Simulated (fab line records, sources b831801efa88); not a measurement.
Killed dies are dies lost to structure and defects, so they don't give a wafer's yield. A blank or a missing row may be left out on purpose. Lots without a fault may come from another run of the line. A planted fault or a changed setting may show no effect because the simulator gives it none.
A struck lot beside a sound one | flow sky130 | 15 steps out of a route of 708
Sound: wafers L449.1, L449.4, L449.6. Struck: wafers L458.1, L458.2, L458.4. The cause comes at the end.
At each step with rows: each side's tool, then ch and its chambers, then its first start. Under that, the readings that differ: sound wafers | struck wafers | difference of the means | sigmas: that difference in standard deviations of wafers without a fault.
alike: readings whose means differ by less than 2 such deviations, and words and numbers that are the same on both sides. not compared: withheld readings, readings that some wafer has no value for, bounds like >300 that may hide the same value, and numbers for which the record gives no deviation and whose values overlap.
The two part at a step that has a row with sigmas, a row that says differs or no value, or rows on one side only. Numbers that don't overlap but have no deviation are shown without sigmas and don't part them. A reading that every wafer of one side lacks parts them only if that side has two wafers or more.

SKY_VIA2_STRIP_16: strips in O2/N2.
  sound on plasma_asher-02 ch 0,1, day 36 13:56; struck on plasma_asher-04 ch 0,1, day 39 07:46
  alike: drypump_motor_current_A, oes_product_au, strip_time_to_endpoint_s
  not compared: rf_hours_counter_h
then, 3 steps without rows for these wafers: SKY_VIA2_STRIP_17 (strips in post etch residue remover, time 1200 s); SKY_VIA2_CLEAN_18 (cleans in IPA, time 180 s); SKY_VIA2_CLEAN_19 (cleans in O3/DIW).
SKY_VIA2_SPUTTER_20: material TiN, target thk 20 nm, time 80 s.
  sound on pvd_sputter-04, day 36 14:31; struck on pvd_sputter-04, day 39 08:25
  alike: cathode_dc_power_W, throttle_valve_pct
SKY_VIA2_CVD_21: deposits W, target thk 420 nm, time 126.4 s.
  sound on cvd_w-02 ch 0, day 36 14:35; struck on cvd_w-01 ch 0,1, day 39 08:28
  alike: heater_power_w
SKY_VIA2_RS_MEAS_22: measures by four-point-probe.
  sound on film_metro-02, day 36 14:43; struck on film_metro-04, day 39 08:36
  alike: VIA2_W_RS
SKY_VIA2_THK_MEAS_23: measures by xrf.
  sound on film_metro-02, day 36 14:50; struck on film_metro-04, day 39 08:43
  alike: VIA2_W_THK
SKY_VIA2_CMP_24: polishes, stops on SiO2, t overpolish 20 s, target thk 0 nm.
  sound on cmp-01 ch 2,3, day 36 14:53; struck on cmp-01 ch 0,2,3, day 39 15:08
  alike: motor_current_A, overpolish_run_s, time_to_endpoint_s
SKY_METAL3_SPUTTER_00: material Ti, target thk 15 nm, time 10 s.
  sound on pvd_sputter-04, day 36 15:11; struck on pvd_sputter-04, day 39 15:23
  alike: cathode_dc_power_W, throttle_valve_pct
then, 2 steps without rows for these wafers: SKY_METAL3_SPUTTER_01 (material TiN, target thk 20 nm, time 16.7 s); SKY_METAL3_SPUTTER_02 (material AlCu, target thk 735 nm, time 39.1 s).
SKY_METAL3_SPUTTER_03: material Ti, target thk 5 nm, time 3.3 s.
  sound on pvd_sputter-04, day 36 15:17; struck on pvd_sputter-04, day 39 15:29
  reading                                   | sound                | struck               | difference | sigmas
  cathode_dc_power_W (W)                    | 3000.4 3000.5 3000.5 | 3151.6 3151.8 3151.6 | +151.2     | +99 or more
  model.Ti_of_METAL3_SPUTTER_03.thk_nm (nm) | 4.865 4.959 4.881    | 5.363 5.399 5.302    | +0.453     |
  alike: throttle_valve_pct
then, 1 step without rows for these wafers: SKY_METAL3_SPUTTER_04 (material TiN, target thk 70 nm, time 58.3 s).
SKY_PAD_OPEN_PROBE_99:
  the record has rows for the sound wafers here (prober-02, day 46 00:04) and none for the struck ones

WHERE THEY PART
First at SKY_METAL3_SPUTTER_03; last, within this record, at SKY_PAD_OPEN_PROBE_99.

WHY: what the simulator had put in
Process parameter drift: pvd_sputter-04, from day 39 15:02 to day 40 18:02, at SKY_METAL3_SPUTTER_03. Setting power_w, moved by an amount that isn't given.
